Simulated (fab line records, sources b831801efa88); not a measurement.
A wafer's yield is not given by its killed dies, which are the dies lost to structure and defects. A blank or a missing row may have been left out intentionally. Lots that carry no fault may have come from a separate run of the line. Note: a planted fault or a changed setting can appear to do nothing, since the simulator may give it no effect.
The tool behind it: which one? | flow sfq_line | 6 lots with 18 wafers sampled at 3 steps, on a route of 325 steps

== WHAT EACH GAUGE READ, for each wafer ==
SFQ_M2_RS_MEAS_914: uses a four-point probe to measure.
lot  | measured     | on            | M2_NB_RS (ohm/sq)
L454 | day 24 18:46 | film_metro-03 | 0.885 0.882 0.890
L459 | day 27 05:14 | film_metro-02 | 0.899 0.903 0.898
L462 | day 36 11:59 | film_metro-03 | 0.886 0.889 0.881
L466 | day 38 14:17 | film_metro-02 | 0.887 0.892 0.892
L468 | day 39 03:29 | film_metro-04 | 0.893 0.889 0.897
L471 | day 40 02:18 | film_metro-03 | 0.893 0.889 0.892

== TOOL THAT RAN EACH LOT (tool first, then ch and the chambers of the sampled wafers, then the start) ==
lot  | SFQ_TRILAYER_I0_VIA_BARC_OPEN_VIA_ETCH_046 | SFQ_TRILAYER_M2_DEP_SPUTTER_055
L454 | rie_diel-01 ch 2,3, day 17 14:32           | pvd_sputter-06, day 24 18:39
L459 | rie_diel-03 ch 1,2, day 19 18:58           | pvd_sputter-04, day 27 05:06
L462 | rie_diel-02 ch 0,1,3, day 22 03:37         | pvd_sputter-06, day 36 11:52
L466 | rie_diel-02 ch 1,2, day 24 17:33           | pvd_sputter-06, day 38 14:10
L468 | rie_diel-02 ch 0,2,3, day 25 06:45         | pvd_sputter-06, day 39 03:22
L471 | rie_diel-03 ch 0,1,3, day 26 02:38         | pvd_sputter-06, day 40 02:13
- SFQ_TRILAYER_I0_VIA_BARC_OPEN_VIA_ETCH_046: etches BARC in O2, target depth 125 nm, time 41.7 s.
- SFQ_TRILAYER_M2_DEP_SPUTTER_055: material Nb, target thk 200 nm, time 133.3 s.

== THE ANSWER, worked out from the rows above alone ==
Rule: the usual values come from the lots themselves. The widest of any qualifying gaps counts: lots, ordered by their means at a reading, are off when they make up no more than a third of the lots, leave a main group of 4 or more, and stand apart from it by 3 or more times the standard deviation of that group's means. Not used: any main group whose means are identical at the precision the tables above print for the reading. Also off: a lot with no number at a reading for which 4 or more lots have one. Where the step has rows for the other lots, those lots are counted as sound.
Nothing can be told from this: no lot is off at any reading shown.

== WHAT THE SIMULATOR HAD PUT IN ==
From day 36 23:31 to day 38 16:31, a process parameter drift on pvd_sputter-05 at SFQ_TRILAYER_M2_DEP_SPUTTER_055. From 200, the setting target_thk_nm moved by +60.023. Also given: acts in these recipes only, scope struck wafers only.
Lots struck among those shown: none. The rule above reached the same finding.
